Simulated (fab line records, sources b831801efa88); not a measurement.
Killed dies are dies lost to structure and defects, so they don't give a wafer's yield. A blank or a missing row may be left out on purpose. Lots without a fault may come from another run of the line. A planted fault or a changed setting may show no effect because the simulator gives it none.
A struck lot beside a sound one | flow sky130 | 15 steps out of a route of 708
Sound: wafers L409.3, L409.4, L409.5. Struck: wafers L413.1, L413.2, L413.5. The cause comes at the end.
At each step with rows: each side's tool, then ch and its chambers, then its first start. Under that, the readings that differ: sound wafers | struck wafers | difference of the means | sigmas: that difference in standard deviations of wafers without a fault.
alike: readings whose means differ by less than 2 such deviations, and words and numbers that are the same on both sides. not compared: withheld readings, readings that some wafer has no value for, bounds like >300 that may hide the same value, and numbers for which the record gives no deviation and whose values overlap.
The two part at a step that has a row with sigmas, a row that says differs or no value, or rows on one side only. Numbers that don't overlap but have no deviation are shown without sigmas and don't part them. A reading that every wafer of one side lacks parts them only if that side has two wafers or more.

SKY_VIA4_THK_MEAS_01:
  sound on film_metro-02, day 44 11:17; struck on film_metro-01, day 45 17:12
  alike: VIA4_HDPCVD_THK
SKY_VIA4_CMP_02: polishes SiO2.
  sound on cmp-01 ch 0,3, day 44 11:22; struck on cmp-01 ch 1,3, day 45 17:19
  alike: motor_current_A, retaining_ring_pressure_frac, slurry_flow_ml_min
SKY_VIA4_BOW_MEAS_03:
  sound on film_metro-02, day 44 11:40; struck on film_metro-02, day 45 17:34
  alike: VIA4_BOW
then, 7 steps without rows for these wafers: SKY_VIA4_DEHYDRATE_04 (time 60 s); SKY_VIA4_HMDS_05 (prime time 60 s); SKY_VIA4_COAT_06 (resist thk 1140 nm); SKY_VIA4_SOFTBAKE_07 (time 60 s); SKY_VIA4_EXPOSE_08 (exposes mask VIM4, target cd 800 nm); SKY_VIA4_PEB_09; SKY_VIA4_DEVELOP_10 (develop time 60 s).
SKY_VIA4_OVL_MEAS_11:
  sound on overlay-02, day 45 09:46; struck on overlay-02, day 46 15:01
  alike: VIA4_OVL
SKY_VIA4_ETCH_12: etches SiO2 in C4F8/O2/Ar, stops on TiN, target depth 580 nm.
  sound on rie_diel-02 ch 2,3, day 45 09:48; struck on rie_diel-03 ch 2,3, day 46 15:02
  alike: oes_product_au
SKY_VIA4_STRIP_13: strips in O2/N2.
  sound on plasma_asher-04 ch 0,1, day 45 09:55; struck on plasma_asher-03 ch 0,1, day 46 15:07
  no value came back on the struck wafers for chamber_pressure_mTorr (mTorr), drypump_motor_current_A (A), oes_product_au (a.u.), strip_time_to_endpoint_s (s); on the sound wafers chamber_pressure_mTorr (mTorr) reads 1500.4 1499.3 1499.5
  reading                                   | sound | struck          | difference | sigmas
  model.NOVOLAK_of_VIA4_COAT_06.thk_nm (nm) | 0 0 0 | 1006 999.9 1004 | +1003      |
  not compared: rf_hours_counter_h
then, 1 step without rows for these wafers: SKY_VIA4_STRIP_14 (strips in post etch residue remover, time 1200 s).
-- the record jumps here: 3 days lie between the struck wafers' starts before and after (it left off in module VIA4 and takes up again in module PAD_OPEN, whose first step shown is number 708 of the route) --
SKY_PAD_OPEN_PROBE_99:
  sound on prober-01, day 48 04:29; struck on prober-01, day 49 05:12
  reading                  | sound          | struck         | difference | sigmas
  defect_limited_yield (%) | 81.7 82.9 82.7 | 0.4 0 0.2      | -82.2      | -43
  killed_at_M0_to_M3       | 50 47 40       | 11 6 7         | -38        | -5
  killed_at_M4_up          | 5 2 1          | 470 476 475    | +471       | +99 or more
  killed_at_contacts       | 16 20 24       | 3 5 6          | -15        | -3
  killed_at_front_end      | 19 14 20       | 6 5 3          | -13        | -3
  killed_dies              | 90 84 85       | 490 492 491    | +405       | +43
  killed_on_rim            | 14 16 22       | 95 96 96       | +78        | +19
  killed_open              | 53 44 45       | 14 9 11        | -36        | -5
  killed_short             | 37 39 40       | 7 7 5          | -32        | -5
  sort_bin_3_pad_short (%) | 0.8 0.6 1.4    | 27.0 22.4 24.6 | +23.7      | +53
  sort_bin_5_function (%)  | 11.2 10.0 9.6  | 70.3 75.0 72.2 | +62.2      | +41
  sort_bin_6_memory (%)    | 6.3 6.5 6.3    | 2.2 2.6 3.0    | -3.8       | -3
  sort_n_pass              | 402 408 407    | 2 0 1          | -405       | -43
  sort_yield_pct (%)       | 81.7 82.9 82.7 | 0.4 0 0.2      | -82.2      | -43
  alike: killed_at_other

WHERE THEY PART
First at SKY_VIA4_STRIP_13; last, within this record, at SKY_PAD_OPEN_PROBE_99.

WHY: what the simulator had put in
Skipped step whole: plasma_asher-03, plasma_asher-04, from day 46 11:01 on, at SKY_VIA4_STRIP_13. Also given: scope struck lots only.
